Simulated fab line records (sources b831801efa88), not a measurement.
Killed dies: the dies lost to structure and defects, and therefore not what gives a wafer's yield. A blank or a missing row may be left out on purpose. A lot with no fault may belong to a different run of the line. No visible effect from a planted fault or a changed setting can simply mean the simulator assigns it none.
Struck lot and sound lot, side by side -- flow gf180mcu -- 23 out of 602 route steps
Sound: wafers L829.1, L829.2, L829.3. Struck: wafer L835.3 (left out: L835.2, a lot-mate that was not struck); the cause follows at the end.
Order at every step that has rows: each side's tool, ch and its chambers, its first start. Under that, the readings that differ: sound wafers -- struck wafers -- difference of the means -- sigmas: that difference in standard deviations of wafers without a fault.
alike: a reading whose means differ by less than 2 such deviations, as well as words and numbers matching on both sides. not compared: withheld readings; readings where some wafer has no value; bounds like >300 that might hide an equal value; numbers whose values overlap and for which the record gives no deviation.
A row with sigmas, a row that says differs or no value, or rows on one side alone: a step with any of these is where the two part. When numbers do not overlap yet have no deviation, they are printed without sigmas and do not part them. Lack of a reading on every wafer of one side parts them only where that side has two or more wafers.

GF_V5_RS_MEAS_24: measures by four-point-probe.
  sound: film_metro-04 at day 28 01:13; struck: film_metro-01 at day 29 19:05
  alike: V5_W_RS
GF_V5_THK_MEAS_25: measures by xrf.
  sound: film_metro-04 at day 28 01:20; struck: film_metro-01 at day 29 19:11
  alike: V5_W_THK
GF_V5_CMP_26: polishes, stops on SiO2, t overpolish 15 s, target thk 0 nm.
  sound on cmp-01 ch 0,2,3, day 28 01:23; struck on cmp-01 ch 3, day 29 19:20
  alike: head_pressure_psi, motor_current_A, overpolish_run_s, retaining_ring_pressure_frac, time_to_endpoint_s
GF_TOP_METAL_SPUTTER_00: material Ti, target thk 37.5 nm, time 150 s.
  sound: pvd_sputter-04 at day 28 01:41; struck: pvd_sputter-04 at day 29 19:32
  alike: throttle_valve_pct
GF_TOP_METAL_SPUTTER_01: material TiN, target thk 30 nm, time 25 s.
  sound: pvd_sputter-04 at day 28 01:47; struck: pvd_sputter-04 at day 29 19:38
  alike: throttle_valve_pct
then, 1 step without rows for these wafers: GF_TOP_METAL_SPUTTER_02 (material AlCu, target thk 900 nm, time 47.82 s).
GF_TOP_METAL_SPUTTER_03: material Ti, target thk 5 nm, time 3.3 s.
  sound: pvd_sputter-04 at day 28 01:52; struck: pvd_sputter-04 at day 29 19:43
  alike: throttle_valve_pct
GF_TOP_METAL_SPUTTER_04: material TiN, target thk 25 nm, time 20.8 s.
  sound: pvd_sputter-04 at day 28 01:53; struck: pvd_sputter-04 at day 29 19:44
  alike: throttle_valve_pct
GF_TOP_METAL_RS_MEAS_05: measures by four-point-probe.
  sound: film_metro-02 at day 28 01:55; struck: film_metro-01 at day 29 19:47
  alike: TOP_METAL_ALCU_RS
GF_TOP_METAL_THK_MEAS_06: measures by xrf.
  sound: film_metro-02 at day 28 02:02; struck: film_metro-01 at day 29 19:53
  alike: TOP_METAL_ALCU_THK
then, 2 steps without rows for these wafers: GF_TOP_METAL_DEHYDRATE_07 (time 60 s); GF_TOP_METAL_HMDS_08 (prime time 60 s).
GF_TOP_METAL_COAT_09: resist thk 1500 nm.
  sound on litho_track-04 ch 0, day 28 11:51; struck on litho_track-04 ch 0, day 30 05:05
reading,sound,struck,difference,sigmas
model.NOVOLAK_of_TOP_METAL_COAT_09.thk_nm (nm),1492 1496 1494,1459,-35,
then, 4 steps without rows for these wafers: GF_TOP_METAL_SOFTBAKE_10 (time 60 s); GF_TOP_METAL_EXPOSE_11 (exposes mask MetalTop, target cd 440 nm); GF_TOP_METAL_PEB_12; GF_TOP_METAL_DEVELOP_13 (develop time 60 s).
GF_TOP_METAL_CD_MEAS_14: the cd target is 440 nm.
  sound: cd_sem-01 at day 28 21:04; struck: cd_sem-02 at day 30 14:04
reading,sound,struck,difference,sigmas
cd_nm (nm),441.3 441.7 442.5,434.1,-7.7,-3
GF_TOP_METAL_OVL_MEAS_15:
  sound: overlay-02 at day 28 21:11; struck: overlay-02 at day 30 14:11
  alike: TOP_METAL_OVL
GF_TOP_METAL_METAL_ETCH_16: etches the open film in Cl2/BCl3, stops on SiO2, target depth 1197 nm, time 199.5 s.
  sound on rie_metal-02 ch 0,1, day 28 21:14; struck on rie_metal-04 ch 1, day 30 14:13
reading,sound,struck,difference,sigmas
model.NOVOLAK_of_TOP_METAL_COAT_09.thk_nm (nm),1003 1014 1011,979.8,-29.5,
  alike: bias_w, drypump_motor_current_A, oes_product_au, throttle_valve_pct
  not compared: rf_hours_counter_h
GF_TOP_METAL_STRIP_17: strips in O2/N2.
  sound on plasma_asher-02 ch 0,1, day 28 21:25; struck on plasma_asher-02 ch 1, day 30 14:24
reading,sound,struck,difference,sigmas
strip_time_to_endpoint_s (s),12.78 12.83 12.77,12.50,-0.29,-3
  alike: drypump_motor_current_A, heater_power_w, oes_product_au
  not compared: rf_hours_counter_h
then, 1 step without rows for these wafers: GF_TOP_METAL_STRIP_18 (strips in post etch residue remover, time 1200 s).
GF_PASSIVATION_PROBE_99:
  record: rows for the struck wafers here (prober-02, day 31 11:05), none for the sound ones

## WHERE THEY PART
Last at GF_PASSIVATION_PROBE_99 as far as this record goes, first at GF_TOP_METAL_CD_MEAS_14.

WHY: what had been put in by the simulator
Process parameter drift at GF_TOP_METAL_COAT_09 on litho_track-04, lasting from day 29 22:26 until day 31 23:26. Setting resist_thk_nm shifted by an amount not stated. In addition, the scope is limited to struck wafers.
